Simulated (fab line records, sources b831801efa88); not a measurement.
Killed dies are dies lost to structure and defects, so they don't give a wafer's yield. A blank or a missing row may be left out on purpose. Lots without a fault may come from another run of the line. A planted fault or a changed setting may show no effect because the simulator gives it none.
Chamber matching | flow gf180mcu | GF_V4_CMP_26 on cmp-02: 4 sister chambers
The step polishes, stops on SiO2, t overpolish 15 s, target thk 0 nm. 4 wafers are shown with their chamber, then 8 later ones without.

WAFERS WITH THEIR CHAMBER
wafer  | chamber | motor_current_A (A)
L455.1 | 0       | 11.2
L464.1 | 1       | 10.8
L464.4 | 3       | 10.5
L465.1 | 2       | 12.4

WAFERS WITHOUT THEIR CHAMBER
wafer  | motor_current_A (A)
L465.2 | 9.8
L465.5 | 11.1
L466.2 | 11.3
L466.4 | 13.2
L466.5 | 11.1
L467.4 | 10.6
L467.5 | 11.1
L467.6 | 10.9

WHICH CHAMBER EACH WENT THROUGH
wafer  | from the rows above          | in truth
L465.2 | can't be placed: 3 or 1 or 0 | 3
L465.5 | can't be placed: 0 or 1 or 3 | 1
L466.2 | can't be placed: 0 or 1 or 3 | 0
L466.4 | 2                            | 2
L466.5 | can't be placed: 0 or 1 or 3 | 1
L467.4 | can't be placed: 3 or 1 or 0 | 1
L467.5 | can't be placed: 0 or 1 or 3 | 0
L467.6 | can't be placed: 1 or 0 or 3 | 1
Placed correctly: 1 of 8. Can't be placed from these rows: 7 (the true chamber is among the candidates in 7). Placed wrongly: 0.
How it was worked out, from the rows above alone: a wafer's distance from a chamber is the root of the sum, over the readings, of the square of ((its reading less the chamber's mean) divided by the reading's scatter). The wafer belongs to the nearest chamber; if the next one is less than 2 further off, it can't be placed. A chamber's mean is the mean of its shown wafers. The scatter: with one shown wafer a chamber, the root of the mean of the squares of how far each hidden wafer lies from its nearest shown one.
